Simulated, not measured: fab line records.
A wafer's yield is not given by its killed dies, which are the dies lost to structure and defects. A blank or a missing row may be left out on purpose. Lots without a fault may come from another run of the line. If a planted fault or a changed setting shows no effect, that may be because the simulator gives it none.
2 desks looking at one fault -- flow gf180mcu -- only its own numbers are on each desk; what lay behind them is given at the end

== FROM THE METROLOGY DESK ==
What the gauges read, lot by lot, whatever tool the lot ran on: means of the sampled wafers that have a number. A lot is out of limits, marked OUT, if its mean lies more than 4 standard deviations from the usual mean; the brackets give that distance.
Columns: A = VT_IMPLANT_OVL at GF_VT_IMPLANT_OVL_MEAS_07, usual 0.8 nm; B = VT_IMPLANT_TW at GF_VT_IMPLANT_TW_MEAS_10, usual 568; C = VT_IMPLANT_01_OVL at GF_VT_IMPLANT_OVL_MEAS_18, usual 0.2 nm; D = VT_IMPLANT_2_TW at GF_VT_IMPLANT_TW_MEAS_21, usual 1223
lot,first seen here,A,B,C,D
L428,day 6 03:07,2.5,566,-1.8,1227
L435,day 8 02:46,-0.5,569,-1.7,1233
L436,day 8 05:40,1.1,571,0.1,1180 (-5.0) OUT
L437,day 8 12:46,1.6,571,1.0,1137 (-10) OUT
L444,day 10 05:01,-1.0,564,1.0,1227
L447,day 11 00:11,2.1,564,0.0,1217
This desk reports L436, L437 out of limits; the earliest was L436 at day 8 22:43 (VT_IMPLANT_2_TW at GF_VT_IMPLANT_TW_MEAS_21). L428, L435, L444, L447: within limits.

== THE TOOL OWNER'S DESK: implanter-01 ==
The tool's own readings at GF_VT_IMPLANT_IMPLANT_19: means of the sampled wafers that have a number, for each lot that ran on this tool. A lot is out of limits, marked OUT, if its mean lies more than 4 standard deviations from the usual mean; the brackets give that distance.
Columns: A = beamEnergyKeV at GF_VT_IMPLANT_IMPLANT_19, usual 100.00; B = tiltDeg at GF_VT_IMPLANT_IMPLANT_19, usual 6.999 degrees
lot,first seen here,A,B
L428,day 6 18:50,100.01,7.003
L435,day 8 18:50,99.98,6.996
L436,day 8 22:29,99.99,6.998
L437,day 9 05:43,99.98,7.009
Result from this desk: across the 4 lots, nothing is out of limits.

== PUT TOGETHER ==
The metrology desk could have raised an alarm at day 8 22:43, on L436, L437.
The tool owner's desk saw nothing out of limits.
Tool owner's desk: L436, L437 on record, inside its limits.
All the named lots went through GF_VT_IMPLANT_IMPLANT_19 on implanter-01.

== WHAT WAS PUT IN BY THE SIMULATOR ==
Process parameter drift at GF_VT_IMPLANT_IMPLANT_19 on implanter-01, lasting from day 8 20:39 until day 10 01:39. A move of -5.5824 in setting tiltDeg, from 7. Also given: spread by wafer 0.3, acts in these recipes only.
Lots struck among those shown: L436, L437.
Hours from the fault's start to each desk's first reading out of limits: the metrology desk, 2.
